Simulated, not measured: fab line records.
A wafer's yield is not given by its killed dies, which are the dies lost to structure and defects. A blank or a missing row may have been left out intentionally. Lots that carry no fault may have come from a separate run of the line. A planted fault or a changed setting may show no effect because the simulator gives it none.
Which of the tools did it? + flow gf180mcu + 72 wafers from 24 lots sampled at 2 of the route's 602 steps

== WHAT THE GAUGES SHOWED, per wafer ==
GF_V3_CD_MEAS_14: the cd target is 260 nm.
| lot  | measured     | on        | cd nm (nm)        |
|------|--------------|-----------|-------------------|
| L074 | day 22 14:02 | cd sem-01 | 260.4 259.5 260.2 |
| L075 | day 22 21:31 | cd sem-01 | 261.0 260.7 260.5 |
| L076 | day 23 04:58 | cd sem-02 | 261.4 261.0 261.2 |
| L077 | day 23 15:59 | cd sem-01 | 260.8 259.7 260.8 |
| L078 | day 24 00:55 | cd sem-01 | 260.8 260.8 260.0 |
| L079 | day 24 11:29 | cd sem-01 | 260.6 259.9 260.6 |
| L080 | day 24 17:23 | cd sem-01 | 261.6 259.6 262.1 |
| L081 | day 25 04:02 | cd sem-02 | 261.5 260.7 260.4 |
| L082 | day 25 10:29 | cd sem-01 | 259.6 258.3 259.1 |
| L083 | day 25 18:33 | cd sem-02 | 259.4 258.5 259.7 |
| L084 | day 26 06:35 | cd sem-01 | 258.0 259.5 259.6 |
| L085 | day 26 10:56 | cd sem-01 | 260.3 260.3 260.2 |
| L086 | day 26 20:56 | cd sem-01 | 259.6 259.6 259.2 |
| L087 | day 27 05:41 | cd sem-01 | 259.8 260.4 259.8 |
| L088 | day 27 13:25 | cd sem-01 | 259.4 260.4 260.4 |
| L089 | day 27 15:57 | cd sem-01 | 260.0 261.0 260.0 |
| L090 | day 27 23:36 | cd sem-01 | 260.0 258.5 259.1 |
| L091 | day 28 11:07 | cd sem-01 | 261.1 261.1 261.8 |
| L092 | day 28 16:23 | cd sem-01 | 261.6 261.9 261.6 |
| L093 | day 28 17:52 | cd sem-01 | 261.4 260.5 260.7 |
| L094 | day 29 04:57 | cd sem-01 | 258.9 259.5 258.8 |
| L095 | day 29 09:41 | cd sem-01 | 259.7 259.2 259.6 |
| L096 | day 29 13:32 | cd sem-01 | 261.4 262.2 259.8 |
| L097 | day 30 03:26 | cd sem-01 | 261.0 262.4 260.8 |

== EACH LOT AND THE TOOL THAT RAN IT (in order: tool; ch and the chambers of the sampled wafers; start) ==
| lot  | GF_V1_SPUTTER_21             |
|------|------------------------------|
| L074 | pvd sputter-03, day 18 06:11 |
| L075 | pvd sputter-04, day 18 14:52 |
| L076 | pvd sputter-04, day 18 22:34 |
| L077 | pvd sputter-04, day 19 08:50 |
| L078 | pvd sputter-03, day 19 20:13 |
| L079 | pvd sputter-04, day 20 07:00 |
| L080 | pvd sputter-03, day 20 13:27 |
| L081 | pvd sputter-03, day 21 01:43 |
| L082 | pvd sputter-01, day 21 08:25 |
| L083 | pvd sputter-01, day 21 17:43 |
| L084 | pvd sputter-03, day 22 07:19 |
| L085 | pvd sputter-01, day 22 12:07 |
| L086 | pvd sputter-03, day 22 22:40 |
| L087 | pvd sputter-04, day 23 10:04 |
| L088 | pvd sputter-03, day 23 17:09 |
| L089 | pvd sputter-04, day 23 21:59 |
| L090 | pvd sputter-04, day 24 07:19 |
| L091 | pvd sputter-01, day 24 14:03 |
| L092 | pvd sputter-03, day 25 02:25 |
| L093 | pvd sputter-01, day 25 05:52 |
| L094 | pvd sputter-01, day 25 12:04 |
| L095 | pvd sputter-01, day 25 17:27 |
| L096 | pvd sputter-01, day 26 03:10 |
| L097 | pvd sputter-03, day 26 13:19 |
- GF_V1_SPUTTER_21: material Ti, target thk 15 nm, time 80.02 s.

== AS READ BY THE TOOLS THEMSELVES (means over the sampled wafers that have a number; for cases with no such wafer, the mark the record gives instead) ==
GF_V1_SPUTTER_21.
| lot  | tool           | throttle valve pct (%) |
|------|----------------|------------------------|
| L074 | pvd sputter-03 | 29.8                   |
| L075 | pvd sputter-04 | 29.5                   |
| L076 | pvd sputter-04 | 29.5                   |
| L077 | pvd sputter-04 | 29.8                   |
| L078 | pvd sputter-03 | 29.4                   |
| L079 | pvd sputter-04 | 29.3                   |
| L080 | pvd sputter-03 | 29.3                   |
| L081 | pvd sputter-03 | 29.0                   |
| L082 | pvd sputter-01 | 29.8                   |
| L083 | pvd sputter-01 | 30.5                   |
| L084 | pvd sputter-03 | 29.5                   |
| L085 | pvd sputter-01 | 29.2                   |
| L086 | pvd sputter-03 | 29.6                   |
| L087 | pvd sputter-04 | 29.5                   |
| L088 | pvd sputter-03 | 30.1                   |
| L089 | pvd sputter-04 | 29.6                   |
| L090 | pvd sputter-04 | 29.5                   |
| L091 | pvd sputter-01 | 29.8                   |
| L092 | pvd sputter-03 | 29.4                   |
| L093 | pvd sputter-01 | 29.7                   |
| L094 | pvd sputter-01 | 29.7                   |
| L095 | pvd sputter-01 | 29.8                   |
| L096 | pvd sputter-01 | 29.5                   |
| L097 | pvd sputter-03 | 29.5                   |

== THE ANSWER, worked out from the rows above alone ==
Rule: what is usual is taken from the lots themselves. Put in order of their means at a reading, lots are off if they are a third of the lots or fewer, leave a main group of 4 or more, and stand apart from it by a gap of 3 or more times the standard deviation of the main group's means; of several such gaps the widest counts. Not used: any main group whose means are identical at the precision the tables above print for the reading. Also off: a lot with no number at a reading for which 4 or more lots have one. All remaining lots with rows at the step are treated as sound. The gauges are gone through in route order, then the tools' own readings, and for those a lot's mean is taken as printed above. At the first step where some lot is off, the reading lying furthest off is the one used; lots without a number count as furthest.
None of the lots is off at any reading shown; this tells nothing.

== WHAT THE SIMULATOR HAD INSERTED ==
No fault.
